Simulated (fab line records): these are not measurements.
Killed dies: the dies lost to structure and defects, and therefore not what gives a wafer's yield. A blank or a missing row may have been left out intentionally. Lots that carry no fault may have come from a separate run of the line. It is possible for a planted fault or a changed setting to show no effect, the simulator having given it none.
A struck lot beside a sound one ; flow sky130 ; 14 out of 708 route steps
Sound: the wafers L849.3, L849.5, L849.6. Struck: wafers L860.1, L860.2, L860.5. The cause is given at the end.
Per side, at each step with rows, come the tool, then ch with its chambers, and then its first start. Under that, the readings that differ: sound wafers ; struck wafers ; difference of the means ; sigmas: that difference in standard deviations of wafers without a fault.
alike: words and numbers the same on both sides, and readings whose means are apart by under 2 such deviations; not compared: readings that were withheld, readings missing a value for some wafer, numbers with overlapping values and no deviation given by the record, and bounds like >300 which may hide the same value.
A row with sigmas, a row that says differs or no value, or rows on one side alone: a step with any of these is where the two part. When numbers do not overlap yet have no deviation, they are printed without sigmas and do not part them. A reading that every wafer of one side lacks parts them only if that side has two wafers or more.

first, 4 steps without rows for these wafers: SKY_PWDE_SOFTBAKE_03; SKY_PWDE_EXPOSE_04 (exposes mask PWDEM, target cd 840 nm); SKY_PWDE_PEB_05; SKY_PWDE_DEVELOP_06 (develop time 60 s).
SKY_PWDE_OVL_MEAS_07:
  sound on overlay-01 at day 4 14:09; struck on overlay-01 at day 7 04:46
  alike: PWDE_OVL
after that, 1 step had no rows for these wafers: SKY_PWDE_IMPLANT_08.
SKY_PWDE_STRIP_09: strips in O2/N2.
  sound on plasma asher-03 ch 0,1, day 4 14:22; struck on plasma asher-03 ch 0,1, day 7 04:56
  alike: drypump motor current A, oes product au, strip time to endpoint s
  not compared: rf hours counter h
SKY_PWDE_TW_MEAS_10:
  sound on film metro-03 at day 4 14:27; struck on film metro-04 at day 7 05:02
  alike: PWDE_TW
then, 4 steps without rows for these wafers: SKY_NWELL_DEHYDRATE_03 (time 60 s); SKY_NWELL_HMDS_04 (prime time 60 s); SKY_NWELL_COAT_05 (resist thk 3000 nm); SKY_NWELL_SOFTBAKE_06.
SKY_NWELL_EXPOSE_07: exposes mask NWM, target cd 840 nm.
  sound on iline stepper-01 ch 0, day 4 22:16; struck on iline stepper-02, day 7 14:44
  no value came back on the struck wafers for exposure dose mJ cm2, focus offset nm (nm); on the sound wafers exposure dose mJ cm2 reads 254.91 255.03 254.39
  alike: mask
after that, 1 step had no rows for these wafers: SKY_NWELL_PEB_08.

WHERE THEY PART
Only at SKY_NWELL_EXPOSE_07, as far as this record shows.

WHY: what had been put in by the simulator
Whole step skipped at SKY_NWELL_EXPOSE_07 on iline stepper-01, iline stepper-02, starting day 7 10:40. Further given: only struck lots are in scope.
